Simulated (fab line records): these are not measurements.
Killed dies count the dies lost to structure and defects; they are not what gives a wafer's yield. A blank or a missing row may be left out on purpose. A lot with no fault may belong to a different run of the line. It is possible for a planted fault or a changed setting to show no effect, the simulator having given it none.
Matching of chambers + flow gf180mcu + 3 sister chambers for GF_V3_CVD_02 on pecvd-01
The step deposits SiO2 from TEOS, target thk 850 nm, time 94.851 s. 22 wafers are shown with their chamber, then 11 later ones without.

## EACH WAFER AND ITS CHAMBER
| wafer  | chamber | heaterPowerW (W) | susceptorTempC (C) |
|--------|---------|------------------|--------------------|
| L074.3 | 1       | 694              | 400.30             |
| L074.4 | 0       | 664              | 400.28             |
| L074.6 | 2       | 633              | 399.75             |
| L078.1 | 2       | 797              | 400.10             |
| L078.4 | 1       | 625              | 399.99             |
| L078.5 | 0       | 725              | 400.04             |
| L079.3 | 1       | 665              | 399.74             |
| L079.4 | 2       | 761              | 399.83             |
| L079.6 | 0       | 673              | 400.10             |
| L081.2 | 1       | 659              | 400.25             |
| L081.4 | 0       | 650              | 400.14             |
| L081.6 | 2       | 714              | 399.99             |
| L082.3 | 1       | 560              | 400.25             |
| L082.4 | 2       | 766              | 399.90             |
| L082.5 | 1       | 611              | 400.07             |
| L083.2 | 2       | 734              | 399.85             |
| L083.5 | 2       | 770              | 399.57             |
| L083.6 | 0       | 561              | 400.24             |
| L088.1 | 1       | 697              | 400.04             |
| L088.2 | 2       | 764              | 399.70             |
| L088.5 | 2       | 799              | 400.06             |
| L090.1 | 1       | 683              | 400.38             |

SIGNATURES, as means of the wafers listed above
| reading        | chamber 0 | chamber 1 | chamber 2 | scatter within a chamber |
|----------------|-----------|-----------|-----------|--------------------------|
| heaterPowerW   | 654.60    | 649.25    | 748.67    | 51.7                     |
| susceptorTempC | 400.1600  | 400.1275  | 399.8611  | 0.175                    |
Rule: a wafer lies at a distance from a chamber equal to the root of the sum of squares, over the readings, of (its reading less the chamber's mean, divided by the reading's scatter). The wafer belongs to the nearest chamber; if the next one is less than 2 further off, it can't be placed. How the scatter is found: for the shown wafers, subtract from each reading the mean of its chamber, square and add these, divide the total by (wafers less chambers), then take the root.

## WAFERS WITH NO CHAMBER GIVEN
| wafer  | heaterPowerW (W) | susceptorTempC (C) |
|--------|------------------|--------------------|
| L090.5 | 543              | 400.46             |
| L090.6 | 570              | 399.38             |
| L091.1 | 571              | 400.26             |
| L091.2 | 652              | 399.64             |
| L091.6 | 705              | 399.89             |
| L092.1 | 576              | 400.40             |
| L092.4 | 654              | 400.07             |
| L092.6 | 638              | 400.26             |
| L093.2 | 709              | 400.36             |
| L093.5 | 682              | 400.06             |
| L093.6 | 585              | 400.06             |

## EACH ONE'S CHAMBER
| wafer  | from the rows above          | in truth |
|--------|------------------------------|----------|
| L090.5 | can't be placed: 0 or 1      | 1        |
| L090.6 | can't be placed: 2 or 1 or 0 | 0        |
| L091.1 | can't be placed: 1 or 0      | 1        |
| L091.2 | can't be placed: 2 or 1 or 0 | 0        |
| L091.6 | can't be placed: 2 or 1 or 0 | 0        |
| L092.1 | can't be placed: 0 or 1      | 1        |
| L092.4 | can't be placed: 1 or 0 or 2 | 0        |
| L092.6 | can't be placed: 0 or 1      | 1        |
| L093.2 | can't be placed: 0 or 1 or 2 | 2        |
| L093.5 | can't be placed: 1 or 0 or 2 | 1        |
| L093.6 | can't be placed: 1 or 0      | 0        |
Placed correctly: 0 of 11. Unplaceable from these rows: 11, with the true chamber sitting among the candidates in 11. 0 placed wrongly.
